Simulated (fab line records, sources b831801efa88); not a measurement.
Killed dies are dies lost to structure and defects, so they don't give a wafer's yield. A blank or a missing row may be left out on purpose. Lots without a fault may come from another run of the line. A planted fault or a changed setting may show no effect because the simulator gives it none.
A struck lot beside a sound one | flow sky130 | 43 steps out of a route of 708
Sound: wafers L460.2, L460.5, L460.6. Struck: wafer L471.1. (L471.5, L471.6 of the same lot were not struck and are left out.) The cause comes at the end.
At each step with rows: each side's tool, then ch and its chambers, then its first start. Under that, the readings that differ: sound wafers | struck wafers | difference of the means | sigmas: that difference in standard deviations of wafers without a fault.
alike: readings whose means differ by less than 2 such deviations, and words and numbers that are the same on both sides. not compared: withheld readings, readings that some wafer has no value for, bounds like >300 that may hide the same value, and numbers for which the record gives no deviation and whose values overlap.
The two part at a step that has a row with sigmas, a row that says differs or no value, or rows on one side only. Numbers that don't overlap but have no deviation are shown without sigmas and don't part them. A reading that every wafer of one side lacks parts them only if that side has two wafers or more.

first, 1 step without rows for these wafers: SKY_VIA2_ETCH_15 (etches SiO2 in C4F8/O2/Ar, stops on TiN, target depth 546 nm, time 84 s).
SKY_VIA2_STRIP_16: strips in O2/N2.
  sound on plasma_asher-01 ch 0,1, day 36 05:11; struck on plasma_asher-01 ch 0, day 39 20:48
  alike: drypump_motor_current_A, oes_product_au, strip_time_to_endpoint_s
  not compared: rf_hours_counter_h
then, 5 steps without rows for these wafers: SKY_VIA2_STRIP_17 (strips in post etch residue remover, time 1200 s); SKY_VIA2_CLEAN_18 (cleans in IPA, time 180 s); SKY_VIA2_CLEAN_19 (cleans in O3/DIW); SKY_VIA2_SPUTTER_20 (material TiN, target thk 20 nm, time 80 s); SKY_VIA2_CVD_21 (deposits W, target thk 420 nm, time 126.4 s).
SKY_VIA2_RS_MEAS_22: measures by four-point-probe.
  sound on film_metro-02, day 36 06:02; struck on film_metro-02, day 39 21:36
  alike: VIA2_W_RS
SKY_VIA2_THK_MEAS_23: measures by xrf.
  sound on film_metro-02, day 36 06:08; struck on film_metro-02, day 39 21:43
  alike: VIA2_W_THK
then, 2 steps without rows for these wafers: SKY_VIA2_CMP_24 (polishes, stops on SiO2, t overpolish 20 s, target thk 0 nm); SKY_METAL3_SPUTTER_00 (material Ti, target thk 15 nm, time 10 s).
SKY_METAL3_SPUTTER_01: material TiN, target thk 20 nm, time 16.7 s.
  sound on pvd_sputter-02, day 36 06:31; struck on pvd_sputter-02, day 39 22:32
  alike: throttle_valve_pct
SKY_METAL3_SPUTTER_02: material AlCu, target thk 735 nm, time 39.1 s.
  sound on pvd_sputter-02, day 36 06:32; struck on pvd_sputter-02, day 39 22:33
  reading                                     | sound             | struck | difference | sigmas
  model.AlCu_of_METAL3_SPUTTER_02.thk_nm (nm) | 746.1 737.2 734.6 | 1010   | +271       |
  alike: throttle_valve_pct
SKY_METAL3_SPUTTER_03: material Ti, target thk 5 nm, time 3.3 s.
  sound on pvd_sputter-02, day 36 06:34; struck on pvd_sputter-02, day 39 22:35
  alike: throttle_valve_pct
then, 1 step without rows for these wafers: SKY_METAL3_SPUTTER_04 (material TiN, target thk 70 nm, time 59.98 s).
SKY_CAPM_CVD_00: deposits SiO2, target thk 15.5 nm.
  sound on pecvd-03 ch 1,2, day 36 06:38; struck on pecvd-03 ch 2, day 39 22:40
  alike: heater_power_w
SKY_CAPM_THK_MEAS_01:
  sound on film_metro-02, day 36 06:41; struck on film_metro-01, day 39 22:41
  alike: CAPM_CVD_00_THK
SKY_CAPM_SPUTTER_02: material TiN, target thk 200 nm, time 166.7 s.
  sound on pvd_sputter-04, day 36 06:44; struck on pvd_sputter-03, day 39 22:44
  alike: throttle_valve_pct
SKY_CAPM_RS_MEAS_03: measures by four-point-probe.
  sound on film_metro-03, day 36 06:52; struck on film_metro-03, day 39 22:51
  alike: CAPM_TIN_RS
SKY_CAPM_THK_MEAS_04: measures by xrf.
  sound on film_metro-03, day 36 06:58; struck on film_metro-03, day 39 22:58
  alike: CAPM_TIN_THK
then, 7 steps without rows for these wafers: SKY_CAPM_DEHYDRATE_05 (time 60 s); SKY_CAPM_HMDS_06 (prime time 60 s); SKY_CAPM_COAT_07 (resist thk 1140 nm); SKY_CAPM_SOFTBAKE_08 (time 60 s); SKY_CAPM_EXPOSE_09 (exposes mask CAPM, target cd 1000 nm); SKY_CAPM_PEB_10; SKY_CAPM_DEVELOP_11 (develop time 60 s).
SKY_CAPM_OVL_MEAS_12:
  sound on overlay-02, day 37 09:13; struck on overlay-02, day 40 23:17
  alike: CAPM_OVL
then, 13 steps without rows for these wafers: SKY_CAPM_METAL_ETCH_13 (etches TiN in Cl2/BCl3, stops on SiO2, target depth 220 nm, time 62.9 s); SKY_CAPM_STRIP_14 (strips in O2/N2); SKY_CAPM_STRIP_15 (strips in post etch residue remover, time 1200 s); SKY_CAPM_CLEAN_16 (cleans in IPA, time 180 s); SKY_CAPM_CLEAN_17 (cleans in O3/DIW); SKY_METAL3_DEHYDRATE_05 (time 60 s); SKY_METAL3_HMDS_06 (prime time 60 s); SKY_METAL3_COAT_07 (resist thk 60 nm); SKY_METAL3_COAT_08 (resist thk 1140 nm); SKY_METAL3_SOFTBAKE_09 (time 90 s); SKY_METAL3_EXPOSE_10 (exposes mask MM3, target cd 300 nm); SKY_METAL3_PEB_11; SKY_METAL3_DEVELOP_12 (develop time 60 s).
SKY_METAL3_CD_MEAS_13: target cd 300 nm.
  sound on cd_sem-02, day 38 12:04; struck on cd_sem-02, day 41 23:50
  reading    | sound             | struck | difference | sigmas
  cd_nm (nm) | 299.2 298.4 298.5 | 301.8  | +3.1       | +3
SKY_METAL3_METAL_ETCH_18: etches the open film in Cl2/BCl3, stops on SiO2, target depth 845 nm, time 183.1 s.
  sound on rie_metal-01 ch 0,1, day 38 12:20; struck on rie_metal-03 ch 1, day 42 00:08
  reading               | sound             | struck | difference | sigmas
  oes_product_au (a.u.) | 0.864 0.867 0.869 | 1.020  | +0.153     | +27
  alike: drypump_motor_current_A, throttle_valve_pct
  not compared: rf_hours_counter_h

WHERE THEY PART
First at SKY_METAL3_CD_MEAS_13; last, within this record, at SKY_METAL3_METAL_ETCH_18.

WHY: what the simulator had put in
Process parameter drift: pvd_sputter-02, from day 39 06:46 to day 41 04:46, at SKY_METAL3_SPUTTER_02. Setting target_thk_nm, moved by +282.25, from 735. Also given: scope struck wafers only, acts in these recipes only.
